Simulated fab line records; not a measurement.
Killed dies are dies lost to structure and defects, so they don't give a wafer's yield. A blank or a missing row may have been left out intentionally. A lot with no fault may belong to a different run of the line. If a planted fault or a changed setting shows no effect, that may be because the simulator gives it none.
Matching of chambers :: flow sfq-line :: SFQ_TRILAYER_I0_VIA_ETCH_VIA_ETCH_034 on rie-diel-01: 4 sister chambers
The step etches SiO2 in CHF3, stops on Nb, target depth 260 nm. 16 wafers are shown with their chamber, then 7 later ones without.

== WAFERS, EACH WITH ITS CHAMBER ==
wafer: L407.2
chamber: 3
oes-product-au (a.u.): 0.859

wafer: L407.3
chamber: 0
oes-product-au (a.u.): 0.857

wafer: L407.6
chamber: 0
oes-product-au (a.u.): 0.853

wafer: L414.2
chamber: 2
oes-product-au (a.u.): 0.857

wafer: L414.3
chamber: 3
oes-product-au (a.u.): 0.854

wafer: L414.4
chamber: 0
oes-product-au (a.u.): 0.857

wafer: L417.3
chamber: 0
oes-product-au (a.u.): 0.857

wafer: L417.4
chamber: 3
oes-product-au (a.u.): 0.854

wafer: L421.3
chamber: 1
oes-product-au (a.u.): 0.854

wafer: L421.4
chamber: 0
oes-product-au (a.u.): 0.857

wafer: L421.5
chamber: 2
oes-product-au (a.u.): 0.850

wafer: L422.4
chamber: 3
oes-product-au (a.u.): 0.849

wafer: L422.5
chamber: 2
oes-product-au (a.u.): 0.860

wafer: L422.6
chamber: 0
oes-product-au (a.u.): 0.860

wafer: L426.1
chamber: 0
oes-product-au (a.u.): 0.851

wafer: L426.2
chamber: 3
oes-product-au (a.u.): 0.862

SIGNATURES (means of the wafers above)
reading: oes-product-au
chamber 0: 0.85600
chamber 1: 0.85400
chamber 2: 0.85567
chamber 3: 0.85560
scatter within a chamber: 0.00416
Rule: distance of a wafer from a chamber = root of the sum over the readings of ((wafer's reading minus chamber's mean) / reading's scatter) squared. The wafer belongs to the nearest chamber; if the next one is less than 2 further off, it can't be placed. The scatter: the root of (the sum of the squares of (reading less its chamber's mean) over the shown wafers, divided by (wafers less chambers)).

== WAFERS MISSING THEIR CHAMBER ==
wafer: L426.3
oes-product-au (a.u.): 0.854

wafer: L427.1
oes-product-au (a.u.): 0.850

wafer: L427.3
oes-product-au (a.u.): 0.854

wafer: L427.6
oes-product-au (a.u.): 0.851

wafer: L428.1
oes-product-au (a.u.): 0.863

wafer: L428.3
oes-product-au (a.u.): 0.854

wafer: L428.4
oes-product-au (a.u.): 0.851

== WHICH CHAMBER EACH ONE RAN IN ==
wafer: L426.3
from the rows above: can't be placed: 1 or 3 or 2 or 0
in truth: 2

wafer: L427.1
from the rows above: can't be placed: 1 or 3 or 2 or 0
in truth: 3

wafer: L427.3
from the rows above: can't be placed: 1 or 3 or 2 or 0
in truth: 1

wafer: L427.6
from the rows above: can't be placed: 1 or 3 or 2 or 0
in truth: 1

wafer: L428.1
from the rows above: can't be placed: 0 or 2 or 3 or 1
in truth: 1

wafer: L428.3
from the rows above: can't be placed: 1 or 3 or 2 or 0
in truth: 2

wafer: L428.4
from the rows above: can't be placed: 1 or 3 or 2 or 0
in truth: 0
Placed correctly: 0 of 7. Can't be placed from these rows: 7 (the true chamber is among the candidates in 7). 0 placed wrongly.
